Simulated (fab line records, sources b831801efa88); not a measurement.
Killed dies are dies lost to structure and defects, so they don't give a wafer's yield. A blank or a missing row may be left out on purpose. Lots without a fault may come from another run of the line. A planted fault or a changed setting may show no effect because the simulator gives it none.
A struck lot beside a sound one | flow gf180mcu | 14 steps out of a route of 602
Sound: wafers L666.2, L666.3, L666.4. Struck: wafers L662.1, L662.2, L662.3. The cause comes at the end.
At each step with rows: each side's tool, then ch and its chambers, then its first start. Under that, the readings that differ: sound wafers | struck wafers | difference of the means | sigmas: that difference in standard deviations of wafers without a fault.
alike: readings whose means differ by less than 2 such deviations, and words and numbers that are the same on both sides. not compared: withheld readings, readings that some wafer has no value for, bounds like >300 that may hide the same value, and numbers for which the record gives no deviation and whose values overlap.
The two part at a step that has a row with sigmas, a row that says differs or no value, or rows on one side only. Numbers that don't overlap but have no deviation are shown without sigmas and don't part them. A reading that every wafer of one side lacks parts them only if that side has two wafers or more.

GF_V1_CD_MEAS_14: target cd 260 nm.
  sound on cd_sem-01, day 25 01:31; struck on cd_sem-01, day 23 23:44
  alike: cd_nm
GF_V1_OVL_MEAS_15:
  sound on overlay-02, day 25 01:37; struck on overlay-01, day 23 23:52
  alike: V1_OVL
GF_V1_ETCH_16: etches BARC in N2/H2.
  sound on rie_diel-04 ch 0,1,2, day 25 01:38; struck on rie_diel-04 ch 0,1,3, day 23 23:53
  alike: bias_w, drypump_motor_current_A, oes_product_au, rf_fwd_power_W, throttle_valve_pct
GF_V1_ETCH_17: etches SiO2 in C4F8/O2/Ar, stops on TiN, target depth 630 nm.
  sound on rie_diel-04 ch 0,1,2; struck on rie_diel-04 ch 0,1,3
  alike: bias_w, oes_product_au, rf_fwd_power_W
GF_V1_STRIP_18: strips in O2/N2.
  sound on plasma_asher-03 ch 0,1, day 25 01:46; struck on plasma_asher-01 ch 0,1, day 24 00:01
  alike: drypump_motor_current_A, heater_power_w, oes_product_au
  not compared: rf_hours_counter_h
then, 2 steps without rows for these wafers: GF_V1_STRIP_19 (strips in post etch residue remover, time 1200 s); GF_V1_CLEAN_20 (cleans in DIW).
GF_V1_SPUTTER_21: material Ti, target thk 15 nm, time 80.02 s.
  sound on pvd_sputter-02, day 25 02:19; struck on pvd_sputter-03, day 24 00:34
  alike: cathode_dc_power_W, throttle_valve_pct
then, 1 step without rows for these wafers: GF_V1_SPUTTER_22 (material TiN, target thk 10 nm, time 40 s).
GF_V1_CVD_23: deposits W, target thk 350 nm, time 105.05 s.
  sound on cvd_w-01 ch 0,1, day 25 02:25; struck on cvd_w-02 ch 0,1, day 24 00:40
  alike: heater_power_w, susceptor_temp_C
GF_V1_RS_MEAS_24: measures by four-point-probe.
  sound on film_metro-04, day 25 02:32; struck on film_metro-01, day 24 00:47
  alike: V1_W_RS
GF_V1_THK_MEAS_25: measures by xrf.
  sound on film_metro-04, day 25 02:39; struck on film_metro-01, day 24 00:54
  reading       | sound       | struck      | difference | sigmas
  V1_W_THK (nm) | 349 351 346 | 360 355 359 | +9         | +2
GF_V1_CMP_26: polishes, stops on SiO2, t overpolish 15 s, target thk 0 nm.
  sound on cmp-01 ch 1,2,3, day 25 02:42; struck on cmp-01 ch 0,1,2, day 24 00:58
  no value came back on the struck wafers for any of 6 readings (edge_zone_pressure_frac, head_pressure_psi (psi) and others); on the sound wafers edge_zone_pressure_frac reads 1.004 0.998 0.996
  reading                             | sound             | struck            | difference | sigmas
  model.W_of_V1_CVD_23.thk_nm (nm)    | 0 0 0             | 354.4 349.4 353.4 | +352.4     |
  model.SiO2_of_V1_CVD_02.thk_nm (nm) | 627.1 627.2 627.8 | 631.5 632.2 632.7 | +4.8       |
-- the record jumps here: 9 days lie between the struck wafers' starts before and after (it left off in module V1 and takes up again in module PASSIVATION, whose first step shown is number 602 of the route) --
GF_PASSIVATION_PROBE_99:
  the record has rows for the struck wafers here (prober-02, day 33 08:59) and none for the sound ones

WHERE THEY PART
First at GF_V1_THK_MEAS_25; last, within this record, at GF_PASSIVATION_PROBE_99.

WHY: what the simulator had put in
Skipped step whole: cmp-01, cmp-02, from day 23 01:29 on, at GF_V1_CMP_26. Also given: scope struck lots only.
